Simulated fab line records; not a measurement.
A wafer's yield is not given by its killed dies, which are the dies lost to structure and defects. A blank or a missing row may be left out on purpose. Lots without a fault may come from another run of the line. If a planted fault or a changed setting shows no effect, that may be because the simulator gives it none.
A struck lot beside a sound one -- flow sky130 -- 20 out of 708 route steps
Sound: wafers L394.1, L394.2, L394.3. Wafers struck: L396.1, L396.2, L396.4. Last of all comes the cause.
At each step with rows: each side's tool, then ch and its chambers, then its first start. Under that, the readings that differ: sound wafers -- struck wafers -- difference of the means -- sigmas: that difference in standard deviations of wafers without a fault.
alike: readings whose means differ by less than 2 such deviations, and words and numbers that are the same on both sides. not compared: withheld readings, readings that some wafer has no value for, bounds like >300 that may hide the same value, and numbers for which the record gives no deviation and whose values overlap.
A row with sigmas, a row that says differs or no value, or rows on one side alone: a step with any of these is where the two part. Numbers that don't overlap but have no deviation are shown without sigmas and don't part them. A reading that every wafer of one side lacks parts them only if that side has two wafers or more.

SKY_POLY_GATE_CD_MEAS_22:
  struck on cd sem-02, day 16 22:49; sound on cd sem-02, day 15 23:42
  alike: cd nm
then, 7 steps without rows for these wafers: SKY_LDD_N_DEHYDRATE_00 (time 60 s); SKY_LDD_N_HMDS_01 (prime time 60 s); SKY_LDD_N_COAT_02 (resist thk 300 nm); SKY_LDD_N_SOFTBAKE_03 (time 60 s); SKY_LDD_N_EXPOSE_04 (exposes mask NTM, target cd 840 nm); SKY_LDD_N_PEB_05; SKY_LDD_N_DEVELOP_06 (develop time 60 s).
SKY_LDD_N_OVL_MEAS_07:
  struck on overlay-02, day 18 03:46; sound on overlay-01, day 17 03:45
reading,sound,struck,difference,sigmas
LDD_N_OVL (nm),2.6 2.5 2.5,-2.1 -0.4 0.5,-3.2,-2
then, 3 steps without rows for these wafers: SKY_LDD_N_IMPLANT_08; SKY_LDD_N_IMPLANT_09; SKY_LDD_N_IMPLANT_10.
SKY_LDD_N_IMPLANT_11:
  sound on implanter-03 ch 0, day 17 04:14; struck on implanter-01 ch 0, day 18 04:15
reading,sound,struck,difference,sigmas
implant ion amu,75 75 75,31 31 31,-44,
model.implant.rp nm (nm),15.3 15.3 15.3,27.34 27.34 27.34,+12.04,
model.implant.drp nm (nm),7.212 7.212 7.212,12.97 12.97 12.97,+5.76,
then, 4 steps without rows for these wafers: SKY_LDD_N_IMPLANT_12; SKY_LDD_N_IMPLANT_13; SKY_LDD_N_IMPLANT_14; SKY_LDD_N_IMPLANT_15.
SKY_LDD_N_STRIP_16: strips in O2/N2.
  sound on plasma asher-01 ch 0,1, day 17 04:59; struck on plasma asher-04 ch 0,1, day 18 05:00
reading,sound,struck,difference,sigmas
strip time to endpoint s (s),4.302 4.298 4.285,4.216 4.224 4.223,-0.074,-5
  alike: drypump motor current A, oes product au
  not compared: rf hours counter h
SKY_LDD_N_TW_MEAS_17:
  struck on film metro-01, day 18 05:06; sound on film metro-01, day 17 05:05
reading,sound,struck,difference,sigmas
LDD_N_TW,2563 2586 2584,2520 2526 2532,-52,-2
-- a jump in the record: the struck wafers' starts before and after are 27 days apart (it breaks off in module LDD_N and resumes in module PAD_OPEN, where the first step shown is number 708 of the route) --
SKY_PAD_OPEN_PROBE_99:
  struck on prober-01, day 45 16:59; sound on prober-01, day 44 21:50
reading,sound,struck,difference,sigmas
model.etest.nfet_01v8_lvt.drive ua um,550.8 551.4 558,639.2 620.4 641,+80.1,
model.etest.tip n.rs ohm sq,441.9 443.4 443.2,385.4 386.2 386.2,-56.9,
model.etest.nfet_01v8_swapped.drive ua um,489.9 484.7 482.9,553.2 541.3 559.3,+65.4,
model.etest.nfet_01v8.drive ua um,481.1 482.7 487.6,561.4 539 558.9,+69.3,
model.etest.sram nfet pass.drive ua um,465.4 477.9 476.5,544 529.7 527.4,+60,
model.etest.nfet_01v8_turned.drive ua um,488 482.5 487.6,546.1 533.1 546.5,+55.9,
model.etest.nfet_01v8.r on ohm um,851.1 863.5 845.5,796.4 811.4 798,-51.4,
model.etest.res ndiff.rs ohm sq,120 120.9 121.2,116 116.3 116.2,-5,
  alike: killed_at_M0_to_M3, killed_at_M4_up, killed at contacts, killed at front end, killed at other, killed dies, killed open, killed short

## WHERE THEY PART
At SKY_LDD_N_OVL_MEAS_07 first; at SKY_LDD_N_TW_MEAS_17 last (within this record only). Later steps at which nothing parts them and some readings are alike: SKY_PAD_OPEN_PROBE_99.

WHY: what had been put in by the simulator
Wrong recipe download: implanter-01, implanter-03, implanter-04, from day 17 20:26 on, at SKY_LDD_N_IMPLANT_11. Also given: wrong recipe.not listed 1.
